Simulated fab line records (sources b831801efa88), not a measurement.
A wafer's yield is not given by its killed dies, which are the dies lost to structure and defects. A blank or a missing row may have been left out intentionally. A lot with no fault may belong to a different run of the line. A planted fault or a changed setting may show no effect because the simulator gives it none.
Which tool did it? / flow gf180mcu / 13 lots with 39 wafers sampled at 4 steps, on a route of 602 steps

WHAT THE GAUGES READ, wafer by wafer
GF_PASSIVATION_BOW_MEAS_14. Usual: PASSIVATION_BOW typically reads 139 um, with standard deviation 13.
lot=L785; measured=day 29 09:59; on=film_metro-03; PASSIVATION_BOW (um)=122 126 144; flag=
lot=L788; measured=day 30 04:39; on=film_metro-01; PASSIVATION_BOW (um)=144 139 140; flag=
lot=L789; measured=day 30 16:31; on=film_metro-03; PASSIVATION_BOW (um)=143 147 153; flag=
lot=L791; measured=day 31 06:25; on=film_metro-01; PASSIVATION_BOW (um)=132 130 133; flag=
lot=L792; measured=day 31 07:53; on=film_metro-01; PASSIVATION_BOW (um)=151 135 150; flag=
lot=L793; measured=day 31 17:25; on=film_metro-04; PASSIVATION_BOW (um)=108 127 113; flag=
lot=L794; measured=day 31 23:34; on=film_metro-03; PASSIVATION_BOW (um)=140 126 141; flag=
lot=L795; measured=day 32 06:39; on=film_metro-01; PASSIVATION_BOW (um)=133 126 134; flag=
lot=L796; measured=day 32 09:26; on=film_metro-03; PASSIVATION_BOW (um)=151 127 130; flag=
lot=L804; measured=day 34 05:03; on=film_metro-04; PASSIVATION_BOW (um)=127 146 137; flag=
lot=L805; measured=day 34 11:11; on=film_metro-04; PASSIVATION_BOW (um)=116 113 127; flag=
lot=L806; measured=day 34 16:48; on=film_metro-04; PASSIVATION_BOW (um)=149 146 141; flag=
lot=L807; measured=day 35 03:44; on=film_metro-04; PASSIVATION_BOW (um)=167 160 145; flag=

WHICH TOOL RAN EACH LOT (tool, then ch and the chambers of the sampled wafers, then the start)
lot=L785; GF_V1_CMP_04=cmp-02 ch 0,3, day 17 13:05; GF_V5_ETCH_17=rie_diel-04 ch 1,3, day 27 16:41 or earlier; GF_TOP_METAL_SPUTTER_01=pvd_sputter-01, day 27 16:41
lot=L788; GF_V1_CMP_04=cmp-02 ch 0,1,3, day 18 17:31; GF_V5_ETCH_17=rie_diel-04 ch 1,2, day 28 12:11 or earlier; GF_TOP_METAL_SPUTTER_01=pvd_sputter-04, day 28 12:11
lot=L789; GF_V1_CMP_04=cmp-01 ch 0,3, day 19 06:13; GF_V5_ETCH_17=rie_diel-03 ch 0,1,3, day 28 23:39 or earlier; GF_TOP_METAL_SPUTTER_01=pvd_sputter-03, day 28 23:39
lot=L791; GF_V1_CMP_04=cmp-01 ch 0,1,2, day 19 22:34; GF_V5_ETCH_17=rie_diel-04 ch 0,1, day 29 15:06 or earlier; GF_TOP_METAL_SPUTTER_01=pvd_sputter-03, day 29 15:06
lot=L792; GF_V1_CMP_04=cmp-01 ch 1,2,3, day 20 03:02; GF_V5_ETCH_17=rie_diel-01 ch 1,3, day 29 15:21 or earlier; GF_TOP_METAL_SPUTTER_01=pvd_sputter-01, day 29 15:21
lot=L793; GF_V1_CMP_04=cmp-01 ch 0,2,3, day 20 15:22; GF_V5_ETCH_17=rie_diel-04 ch 1,2,3, day 30 03:25 or earlier; GF_TOP_METAL_SPUTTER_01=pvd_sputter-04, day 30 03:25
lot=L794; GF_V1_CMP_04=cmp-01 ch 0,1,2, day 20 23:56; GF_V5_ETCH_17=rie_diel-04 ch 0,1,2, day 30 09:09 or earlier; GF_TOP_METAL_SPUTTER_01=pvd_sputter-01, day 30 09:09
lot=L795; GF_V1_CMP_04=cmp-02 ch 0,3, day 21 07:34; GF_V5_ETCH_17=rie_diel-04 ch 0,2, day 30 16:43 or earlier; GF_TOP_METAL_SPUTTER_01=pvd_sputter-04, day 30 16:43
lot=L796; GF_V1_CMP_04=cmp-01 ch 0,3, day 21 15:22; GF_V5_ETCH_17=rie_diel-03 ch 1,2, day 30 20:27 or earlier; GF_TOP_METAL_SPUTTER_01=pvd_sputter-04, day 30 20:27
lot=L804; GF_V1_CMP_04=cmp-01 ch 0,2, day 24 05:04; GF_V5_ETCH_17=rie_diel-04 ch 0,3, day 32 18:35 or earlier; GF_TOP_METAL_SPUTTER_01=pvd_sputter-04, day 32 18:35
lot=L805; GF_V1_CMP_04=cmp-01 ch 0,1,2, day 24 13:02; GF_V5_ETCH_17=rie_diel-03 ch 0,1,2, day 33 01:53 or earlier; GF_TOP_METAL_SPUTTER_01=pvd_sputter-04, day 33 01:53
lot=L806; GF_V1_CMP_04=cmp-02 ch 1,2,3, day 24 19:40; GF_V5_ETCH_17=rie_diel-03 ch 0,2, day 33 07:05 or earlier; GF_TOP_METAL_SPUTTER_01=pvd_sputter-01, day 33 07:05
lot=L807; GF_V1_CMP_04=cmp-01 ch 0,3, day 25 13:49; GF_V5_ETCH_17=rie_diel-04 ch 0,3, day 33 20:35 or earlier; GF_TOP_METAL_SPUTTER_01=pvd_sputter-04, day 33 20:35
- GF_V1_CMP_04: polishes SiO2.
- GF_V5_ETCH_17: etches SiO2 in C4F8/O2/Ar, stops on TiN, target depth 855 nm.
- GF_TOP_METAL_SPUTTER_01: material TiN, target thk 30 nm, time 25 s.

WHAT THE TOOLS THEMSELVES READ (means of the sampled wafers that have a number; where no wafer has one, the mark that the record gives instead)
GF_V1_CMP_04. Usual: motor_current_A 12.1 A, standard deviation 0.9; time_to_endpoint_s 78 s, standard deviation 6.2.
lot=L785; tool=cmp-02; motor_current_A (A)=12.6; time_to_endpoint_s (s)=76; flag=
lot=L788; tool=cmp-02; motor_current_A (A)=13.1; time_to_endpoint_s (s)=71; flag=
lot=L789; tool=cmp-01; motor_current_A (A)=11.8; time_to_endpoint_s (s)=78; flag=
lot=L791; tool=cmp-01; motor_current_A (A)=11.7; time_to_endpoint_s (s)=81; flag=
lot=L792; tool=cmp-01; motor_current_A (A)=11.7; time_to_endpoint_s (s)=81; flag=
lot=L793; tool=cmp-01; motor_current_A (A)=12.1; time_to_endpoint_s (s)=75; flag=
lot=L794; tool=cmp-01; motor_current_A (A)=11.6; time_to_endpoint_s (s)=82; flag=
lot=L795; tool=cmp-02; motor_current_A (A)=12.9; time_to_endpoint_s (s)=78; flag=
lot=L796; tool=cmp-01; motor_current_A (A)=12.0; time_to_endpoint_s (s)=73; flag=
lot=L804; tool=cmp-01; motor_current_A (A)=12.0; time_to_endpoint_s (s)=76; flag=
lot=L805; tool=cmp-01; motor_current_A (A)=11.7; time_to_endpoint_s (s)=78; flag=
lot=L806; tool=cmp-02; motor_current_A (A)=12.5; time_to_endpoint_s (s)=77; flag=
lot=L807; tool=cmp-01; motor_current_A (A)=12.0; time_to_endpoint_s (s)=78; flag=

GF_V5_ETCH_17. Usual: oes_product_au 0.858 a.u., standard deviation 0.0047.
lot=L785; tool=rie_diel-04; oes_product_au (a.u.)=0.859; flag=
lot=L788; tool=rie_diel-04; oes_product_au (a.u.)=0.857; flag=
lot=L789; tool=rie_diel-03; oes_product_au (a.u.)=0.864; flag=
lot=L791; tool=rie_diel-04; oes_product_au (a.u.)=0.860; flag=
lot=L792; tool=rie_diel-01; oes_product_au (a.u.)=0.858; flag=
lot=L793; tool=rie_diel-04; oes_product_au (a.u.)=0.857; flag=
lot=L794; tool=rie_diel-04; oes_product_au (a.u.)=0.855; flag=
lot=L795; tool=rie_diel-04; oes_product_au (a.u.)=0.862; flag=
lot=L796; tool=rie_diel-03; oes_product_au (a.u.)=0.859; flag=
lot=L804; tool=rie_diel-04; oes_product_au (a.u.)=0.860; flag=
lot=L805; tool=rie_diel-03; oes_product_au (a.u.)=0.861; flag=
lot=L806; tool=rie_diel-03; oes_product_au (a.u.)=0.855; flag=
lot=L807; tool=rie_diel-04; oes_product_au (a.u.)=0.859; flag=

GF_TOP_METAL_SPUTTER_01. Usual: throttle_valve_pct 29.7 %, standard deviation 0.88.
lot=L785; tool=pvd_sputter-01; throttle_valve_pct (%)=30.9; flag=
lot=L788; tool=pvd_sputter-04; throttle_valve_pct (%)=29.1; flag=
lot=L789; tool=pvd_sputter-03; throttle_valve_pct (%)=29.6; flag=
lot=L791; tool=pvd_sputter-03; throttle_valve_pct (%)=29.6; flag=
lot=L792; tool=pvd_sputter-01; throttle_valve_pct (%)=30.4; flag=
lot=L793; tool=pvd_sputter-04; throttle_valve_pct (%)=29.7; flag=
lot=L794; tool=pvd_sputter-01; throttle_valve_pct (%)=31.9; flag=
lot=L795; tool=pvd_sputter-04; throttle_valve_pct (%)=29.1; flag=
lot=L796; tool=pvd_sputter-04; throttle_valve_pct (%)=29.1; flag=
lot=L804; tool=pvd_sputter-04; throttle_valve_pct (%)=29.3; flag=
lot=L805; tool=pvd_sputter-04; throttle_valve_pct (%)=29.4; flag=
lot=L806; tool=pvd_sputter-01; throttle_valve_pct (%)=30.3; flag=
lot=L807; tool=pvd_sputter-04; throttle_valve_pct (%)=29.5; flag=

THE ANSWER, worked out from the rows above alone
Rule: a lot is off if the mean of its wafers that have a number lies more than 3 standard deviations from the usual mean. Also off: a lot with no number at a reading for which 4 or more lots have one. The other lots that the step has rows for count as sound. Order of review: gauges by route order, followed by the tools' own readings, for which a lot's mean as printed above is used. The first step at which some lot is off is used, and at that step the reading that is off furthest; a lot without a number counts as furthest.
None of the lots is off at any reading shown; this tells nothing.

WHAT THE SIMULATOR HAD INSERTED
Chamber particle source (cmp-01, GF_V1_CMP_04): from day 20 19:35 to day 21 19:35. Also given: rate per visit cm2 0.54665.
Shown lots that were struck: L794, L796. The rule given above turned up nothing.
